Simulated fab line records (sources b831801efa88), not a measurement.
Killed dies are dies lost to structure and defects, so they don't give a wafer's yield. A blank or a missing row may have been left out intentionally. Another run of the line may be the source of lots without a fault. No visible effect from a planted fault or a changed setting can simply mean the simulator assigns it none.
Which tool was responsible? / flow sky130 / 12 lots with 36 wafers sampled at 3 steps, on a route of 708 steps

## WHAT THE GAUGES SHOWED, per wafer
SKY_VIA4_OVL_MEAS_11. Usual: VIA4_OVL -0.3 nm, standard deviation 1.2.
lot=L183; measured=day 42 00:39; on=overlay-02; VIA4_OVL (nm)=0.6 1.0 0.7; flag=
lot=L185; measured=day 43 01:50; on=overlay-02; VIA4_OVL (nm)=0.6 2.4 -0.1; flag=
lot=L188; measured=day 44 10:41; on=overlay-02; VIA4_OVL (nm)=1.5 1.0 1.7; flag=
lot=L190; measured=day 44 12:18; on=overlay-01; VIA4_OVL (nm)=-2.4 -1.8 -0.4; flag=
lot=L192; measured=day 44 22:48; on=overlay-01; VIA4_OVL (nm)=-0.5 -0.1 -1.1; flag=
lot=L195; measured=day 45 18:02; on=overlay-01; VIA4_OVL (nm)=1.1 -0.5 -0.8; flag=
lot=L196; measured=day 45 19:29; on=overlay-01; VIA4_OVL (nm)=-0.3 -2.3 -1.9; flag=
lot=L197; measured=day 46 02:10; on=overlay-02; VIA4_OVL (nm)=-0.3 -1.3 -2.0; flag=
lot=L198; measured=day 47 03:20; on=overlay-01; VIA4_OVL (nm)=0.1 0.6 1.5; flag=
lot=L205; measured=day 48 01:26; on=overlay-02; VIA4_OVL (nm)=0.1 0.5 -0.1; flag=
lot=L204; measured=day 48 01:44; on=overlay-01; VIA4_OVL (nm)=1.5 2.1 2.6; flag=
lot=L206; measured=day 48 14:35; on=overlay-01; VIA4_OVL (nm)=-1.3 -1.9 -2.1; flag=

## WHAT TOOL EACH LOT RAN ON (gives the tool, then ch and the chambers of the sampled wafers, and finally the start)
lot=L183; SKY_METAL4_ETCH_16=rie_metal-02 ch 0, day 41 00:01; SKY_VIA4_CMP_02=cmp-01 ch 0,1,2, day 41 01:18
lot=L185; SKY_METAL4_ETCH_16=rie_metal-04 ch 0,1, day 42 00:49; SKY_VIA4_CMP_02=cmp-02 ch 0,1,2, day 42 02:28
lot=L188; SKY_METAL4_ETCH_16=rie_metal-02 ch 0,1, day 43 09:43; SKY_VIA4_CMP_02=cmp-02 ch 0,1,3, day 43 11:12
lot=L190; SKY_METAL4_ETCH_16=rie_metal-04 ch 0, day 43 11:44; SKY_VIA4_CMP_02=cmp-02 ch 0,3, day 43 12:56
lot=L192; SKY_METAL4_ETCH_16=rie_metal-04 ch 0, day 43 23:13; SKY_VIA4_CMP_02=cmp-02 ch 0,2, day 44 00:28
lot=L195; SKY_METAL4_ETCH_16=rie_metal-03 ch 0, day 44 20:08; SKY_VIA4_CMP_02=cmp-01 ch 0,1,2, day 44 21:46
lot=L196; SKY_METAL4_ETCH_16=rie_metal-02 ch 0,1, day 44 21:22; SKY_VIA4_CMP_02=cmp-02 ch 1,3, day 44 22:58
lot=L197; SKY_METAL4_ETCH_16=rie_metal-03 ch 0,1, day 45 04:04; SKY_VIA4_CMP_02=cmp-02 ch 0,1,3, day 45 05:17
lot=L198; SKY_METAL4_ETCH_16=rie_metal-03 ch 0,1, day 46 07:26; SKY_VIA4_CMP_02=cmp-02 ch 0,1,3, day 46 08:47
lot=L205; SKY_METAL4_ETCH_16=rie_metal-03 ch 0,1, day 47 04:47; SKY_VIA4_CMP_02=cmp-01 ch 0,3, day 47 05:55
lot=L204; SKY_METAL4_ETCH_16=rie_metal-02 ch 0,1, day 47 05:29; SKY_VIA4_CMP_02=cmp-02 ch 1,2,3, day 47 06:36
lot=L206; SKY_METAL4_ETCH_16=rie_metal-04 ch 0,1, day 47 17:32; SKY_VIA4_CMP_02=cmp-02 ch 1,2, day 47 19:35
- SKY_METAL4_ETCH_16: etches BARC in N2/H2, stops on SiO2, time 88.2 s, target depth 60 nm.
- SKY_VIA4_CMP_02: polishes SiO2.

## AS READ BY THE TOOLS THEMSELVES (means over the sampled wafers that have a number; for cases with no such wafer, the mark the record gives instead)
SKY_METAL4_ETCH_16. Usual: drypump_motor_current_A 6.0 A, standard deviation 0.46; oes_product_au 0.626 a.u., standard deviation 0.0045; throttle_valve_pct 13.205 %, standard deviation 0.0086.
lot=L183; tool=rie_metal-02; drypump_motor_current_A (A)=6.8; oes_product_au (a.u.)=0.625; throttle_valve_pct (%)=13.199; flag=
lot=L185; tool=rie_metal-04; drypump_motor_current_A (A)=6.0; oes_product_au (a.u.)=0.627; throttle_valve_pct (%)=13.209; flag=
lot=L188; tool=rie_metal-02; drypump_motor_current_A (A)=6.1; oes_product_au (a.u.)=0.627; throttle_valve_pct (%)=13.196; flag=
lot=L190; tool=rie_metal-04; drypump_motor_current_A (A)=6.5; oes_product_au (a.u.)=0.624; throttle_valve_pct (%)=13.194; flag=
lot=L192; tool=rie_metal-04; drypump_motor_current_A (A)=6.5; oes_product_au (a.u.)=0.623; throttle_valve_pct (%)=13.204; flag=
lot=L195; tool=rie_metal-03; drypump_motor_current_A (A)=6.0; oes_product_au (a.u.)=0.624; throttle_valve_pct (%)=13.196; flag=
lot=L196; tool=rie_metal-02; drypump_motor_current_A (A)=6.1; oes_product_au (a.u.)=0.621; throttle_valve_pct (%)=13.212; flag=
lot=L197; tool=rie_metal-03; drypump_motor_current_A (A)=5.8; oes_product_au (a.u.)=0.630; throttle_valve_pct (%)=13.201; flag=
lot=L198; tool=rie_metal-03; drypump_motor_current_A (A)=5.9; oes_product_au (a.u.)=0.626; throttle_valve_pct (%)=13.203; flag=
lot=L205; tool=rie_metal-03; drypump_motor_current_A (A)=5.7; oes_product_au (a.u.)=0.623; throttle_valve_pct (%)=13.218; flag=
lot=L204; tool=rie_metal-02; drypump_motor_current_A (A)=6.1; oes_product_au (a.u.)=0.628; throttle_valve_pct (%)=13.206; flag=
lot=L206; tool=rie_metal-04; drypump_motor_current_A (A)=6.0; oes_product_au (a.u.)=0.623; throttle_valve_pct (%)=13.204; flag=

SKY_VIA4_CMP_02. Usual: 12.2 A for motor_current_A, sd 1.1.
lot=L183; tool=cmp-01; motor_current_A (A)=12.5; flag=
lot=L185; tool=cmp-02; motor_current_A (A)=11.4; flag=
lot=L188; tool=cmp-02; motor_current_A (A)=12.2; flag=
lot=L190; tool=cmp-02; motor_current_A (A)=12.5; flag=
lot=L192; tool=cmp-02; motor_current_A (A)=10.9; flag=
lot=L195; tool=cmp-01; motor_current_A (A)=13.1; flag=
lot=L196; tool=cmp-02; motor_current_A (A)=12.9; flag=
lot=L197; tool=cmp-02; motor_current_A (A)=12.5; flag=
lot=L198; tool=cmp-02; motor_current_A (A)=12.3; flag=
lot=L205; tool=cmp-01; motor_current_A (A)=11.6; flag=
lot=L204; tool=cmp-02; motor_current_A (A)=11.9; flag=
lot=L206; tool=cmp-02; motor_current_A (A)=11.9; flag=

## THE ANSWER, worked out from the rows above alone
Rule: a lot is off if the mean of its wafers that have a number lies more than 3 standard deviations from the usual mean. Also off: a lot with no number at a reading for which 4 or more lots have one. All remaining lots with rows at the step are treated as sound. Order of review: gauges by route order, followed by the tools' own readings, for which a lot's mean as printed above is used. The first step at which some lot is off is used, and at that step the reading that is off furthest; a lot without a number counts as furthest.
Nothing can be told from this: no lot is off at any reading shown.

## WHAT THE SIMULATOR HAD PUT IN
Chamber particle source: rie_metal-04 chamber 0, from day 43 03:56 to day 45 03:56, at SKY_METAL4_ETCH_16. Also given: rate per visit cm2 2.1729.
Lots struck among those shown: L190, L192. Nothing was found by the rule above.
